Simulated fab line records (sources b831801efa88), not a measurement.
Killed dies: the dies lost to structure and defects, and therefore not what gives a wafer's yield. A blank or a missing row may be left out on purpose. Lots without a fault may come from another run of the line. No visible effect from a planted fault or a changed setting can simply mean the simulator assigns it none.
fab line records ; flow gf180mcu
record lots=6; wafers=18; last_day=33
route steps=602 shown MIM@518 M5@526
lots untouched by any fault: they come from a run of this same line in which no faults occurred
start_h: the number of hours between the record's first day and the start of the first shown wafer of the lot ; wait_h: hours from the lot's prior step to this one ; " same as the row above ; L1.1+2: a single row standing in for several wafers ; - either no value or no given start ; * or withheld: withheld ; < > ~ a bound
route shown NAME@n: NAME is a module with steps in the file, n the number in the route of the first one ; usual: average and standard deviation across the fault-free wafers ; same: alike in all rows ; chamber/n: place in a boat ; sites: each site's reading ; _std_site: their standard deviation ; _edge_site: mean of outer sites minus mean of inner sites ; radius_mm: for every site, how far away it sits from the centre of the wafer ; mask NAME#n: copy n ; behind: tool/chamber where the wafer was last shaped ; hold: what put the lot on hold/how long, in hours/how the hold closed ; device: the n, p or np transistor that did not switch ; end of line: tests run on the same wafers once the route is complete ; a step with no rows: only its recipe ; killed: dies that structure and defects cost at the first sort, which is not the same as the wafer's yield ; map: the dies of a wafer, with x for killed, . for not killed, _ for no die there
set.NAME: the setting as run; set.NAME@STEP: as run at that earlier step ; model.NAME: the simulator's own value behind a step, which no gauge read
certain route steps with their lots: each step a table, each wafer a row
services: from which hour (start_h, from the record's first day; less than 0 if before it) a tool's chamber was out of use, for how many hours, and why
## steps
# step GF_MIM_SOFTBAKE_15
# recipe temp_c=90; time_s=60; resist=NOVOLAK
# step GF_MIM_EXPOSE_16
# recipe mask_id=FuseTop; target_cd_nm=2000; na=0.6; source_shape=conventional; sigma_outer=0.6; dose_mj=140
# step GF_MIM_PEB_17
# recipe temp_c=withheld; time_s=*; resist=NOVOLAK
# step GF_MIM_DEVELOP_18
# recipe develop_time_s=60; dev_temp_c=23
# step GF_MIM_METAL_ETCH_19
# recipe chemistry=Cl2/BCl3; mask_material=NOVOLAK; stop_on=Si3N4; target_depth_nm=324.5; pressure_mtorr=8; icp_w=800; bias_w=140; Cl2_flow_sccm=80; bcl3_flow_sccm=40; time_s=54.1
# usual bcl3_flow_sccm=40.01/0.13; drypump_motor_current_A=5.99/0.29; oes_product_au=0.940/0.006; throttle_valve_pct=28.287/0.0099
lot.wafer;tool;chamber;start_h;wait_h;bcl3_flow_sccm;drypump_motor_current_A;oes_product_au;rf_hours_counter_h;throttle_valve_pct
L441.1;rie_metal-04;1;594.09;0.1;40.17;6.42;0.944;7;28.282
L441.3;rie_metal-04;1;594.09;0.1;39.93;6.45;0.942;-;28.274
L441.5;rie_metal-04;1;594.09;0.1;40.35;6.44;0.940;-;28.298
L448.3;rie_metal-02;0;659.86;0.1;40.06;5.84;0.942;-;28.296
L448.5;rie_metal-02;1;659.86;0.1;39.87;5.91;0.947;-;28.287
L448.6;rie_metal-02;0;659.86;0.1;40.14;5.86;0.940;-;28.282
L447.2;rie_metal-04;1;660.15;0.1;40.19;6.48;0.947;10;28.286
L447.4;rie_metal-04;0;660.15;0.1;40.23;5.68;0.938;-;28.286
L447.6;rie_metal-04;0;660.15;0.1;40.33;5.68;0.942;-;28.306
L455.3;rie_metal-04;1;703.32;0.1;40.21;6.51;0.945;-;28.276
L455.4;rie_metal-04;0;703.32;0.1;40.27;5.69;0.936;-;28.303
L455.6;rie_metal-04;1;703.32;0.1;40.10;6.48;0.952;-;28.278
L456.1;rie_metal-04;0;713.84;0.1;39.94;5.67;0.938;13;28.284
L456.3;rie_metal-04;1;713.84;0.1;40.05;6.48;0.951;-;28.289
L456.4;rie_metal-04;0;713.84;0.1;39.93;5.64;0.951;-;28.274
L458.1;rie_metal-02;0;718.59;0.1;40.01;5.90;0.939;9;28.279
L458.2;rie_metal-02;1;718.59;0.1;40.04;5.93;0.938;4;28.292
L458.3;rie_metal-02;1;718.59;0.1;39.99;5.93;0.941;-;28.304
# step GF_MIM_STRIP_20
# recipe chemistry=O2/N2; power_w=1400; pressure_mtorr=1500; platen_temp_c=250; o2_flow_sccm=3000; n2_flow_sccm=300; overash_fraction=0.5
# usual drypump_motor_current_A=5.6/0.43; heater_power_w=338/35; oes_product_au=0.693/0.0044; strip_time_to_endpoint_s=11.25/0.044
lot.wafer;tool;chamber;start_h;wait_h;drypump_motor_current_A;heater_power_w;oes_product_au;rf_hours_counter_h;strip_time_to_endpoint_s
L441.1;plasma_asher-01;0;594.23;0.1;5.5;271;0.701;101;11.20
L441.3;plasma_asher-01;1;594.23;0.1;5.3;320;0.692;-;11.16
L441.5;plasma_asher-01;0;594.23;0.1;5.5;269;0.691;-;11.18
L448.3;plasma_asher-02;0;659.94;0.1;6.1;328;0.683;-;11.17
L448.5;plasma_asher-02;0;659.94;0.1;6.1;332;0.697;-;11.23
L448.6;plasma_asher-02;1;659.94;0.1;6.1;382;0.697;-;11.20
L447.2;plasma_asher-03;1;660.22;0.0;5.5;368;0.693;90;11.28
L447.4;plasma_asher-03;0;660.22;0.0;5.0;304;0.696;-;11.28
L447.6;plasma_asher-03;0;660.22;0.0;5.0;312;0.692;-;11.27
L455.3;plasma_asher-03;1;703.40;0.1;5.5;364;0.689;-;11.28
L455.4;plasma_asher-03;0;703.40;0.1;5.0;315;0.695;-;11.32
L455.6;plasma_asher-03;1;703.40;0.1;5.6;378;0.692;-;11.23
L456.1;plasma_asher-02;0;713.91;0.0;6.1;334;0.692;59;11.25
L456.3;plasma_asher-02;0;713.91;0.0;6.1;336;0.689;-;11.21
L456.4;plasma_asher-02;1;713.91;0.0;6.2;395;0.697;-;11.26
L458.1;plasma_asher-01;1;718.66;0.0;5.2;325;0.695;115;11.19
L458.2;plasma_asher-01;0;718.66;0.0;5.4;271;0.690;115;11.19
L458.3;plasma_asher-01;1;718.66;0.0;5.3;326;0.694;-;11.19
# step GF_MIM_STRIP_21
# recipe chemistry=post_etch_residue_remover; time_s=1200; temp_c=72.5
# step GF_MIM_CLEAN_22
# recipe chemistry=DIW; dry=n2_spin
# step GF_M5_DEHYDRATE_00
# recipe temp_c=200; time_s=60
# step GF_M5_HMDS_01
# recipe prime_time_s=60; prime_temp_c=120
# step GF_M5_COAT_02
# recipe resist=KrF; spin_rpm=withheld; resist_thk_nm=1000
# step GF_M5_SOFTBAKE_03
# recipe temp_c=130; time_s=60; resist=KrF
# step GF_M5_EXPOSE_04
# recipe mask_id=Metal5; target_cd_nm=280; na=0.68; source_shape=conventional; sigma_outer=0.6; dose_mj=28
# usual exposure_dose_mJ_cm2=27.999/0.025; focus_offset_nm=0.0/0.51
lot.wafer;tool;chamber;start_h;wait_h;mask;exposure_dose_mJ_cm2;focus_offset_nm
L441.1;krf_scanner-02;0;605.16;-;Metal5#0;28.017;0.1
L441.3;krf_scanner-02;0;605.16;-;Metal5#0;28.040;0.3
L441.5;krf_scanner-02;0;605.16;-;Metal5#0;28.013;0.4
L448.3;krf_scanner-01;-;669.55;-;Metal5#0;-;-
L448.5;krf_scanner-01;-;669.55;-;Metal5#0;-;-
L448.6;krf_scanner-01;-;669.55;-;Metal5#0;-;-
L447.2;krf_scanner-01;-;670.61;-;Metal5#0;-;-
L447.4;krf_scanner-01;-;670.61;-;Metal5#0;-;-
L447.6;krf_scanner-01;-;670.61;-;Metal5#0;-;-
L455.3;krf_scanner-01;0;713.58;-;Metal5#0;28.016;0.4
L455.4;krf_scanner-01;0;713.58;-;Metal5#0;28.023;1.1
L455.6;krf_scanner-01;0;713.58;-;Metal5#0;27.999;1.2
L456.1;krf_scanner-01;0;722.44;-;Metal5#0;27.996;-0.3
L456.3;krf_scanner-01;0;722.44;-;Metal5#0;27.987;-0.3
L456.4;krf_scanner-01;0;722.44;-;Metal5#0;27.975;-0.9
L458.1;krf_scanner-01;0;728.39;-;Metal5#0;27.995;0.3
L458.2;krf_scanner-01;0;728.39;-;Metal5#0;27.974;0.5
L458.3;krf_scanner-01;0;728.39;-;Metal5#0;28.016;-0.3
# step GF_M5_PEB_05
# recipe peb_temp_c=135; peb_time_s=90; resist=KrF
## services
tool;chamber;start_h;hours;kind
rie_metal-04;0;588.70;14.1;repair
krf_scanner-02;-;592.66;0.6;repair
krf_scanner-02;-;599.61;1.0;pm
krf_scanner-01;-;600.64;3.6;pm
krf_scanner-02;-;626.56;1.3;pm
rie_metal-02;1;628.56;7.6;repair
krf_scanner-01;-;646.43;0.8;pm
krf_scanner-02;-;661.74;4.0;pm
rie_metal-04;1;675.79;15.9;repair
krf_scanner-01;-;681.32;1.3;pm
krf_scanner-01;-;682.94;1.3;repair
krf_scanner-01;-;700.49;4.0;pm
krf_scanner-02;-;709.93;18.9;repair
## key
first_sign step=GF_M5_EXPOSE_04; reading=tool_record; direction=missing
effect none on later readings
met_at GF_M5_EXPOSE_04
struck_wafers L447.2,L447.4,L447.6,L448.3,L448.5,L448.6
later_rows_left_out L447.2,L447.4,L447.6,L448.3,L448.5,L448.6
sort_left_out L447.2,L447.4,L447.6,L448.3,L448.5,L448.6
fault kind=skipped_step_whole; tool=krf_scanner-01; chamber=-; onset_h=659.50; steps=GF_M5_EXPOSE_04; scope=struck_lots_only
# sort_left_out: the simulated sort isn't trusted on such a fault, so these wafers' sort isn't shown, and their yield isn't known
# later_rows_left_out: the simulator's readings of these wafers behind a module that went badly wrong aren't trusted and aren't shown, but for the sort
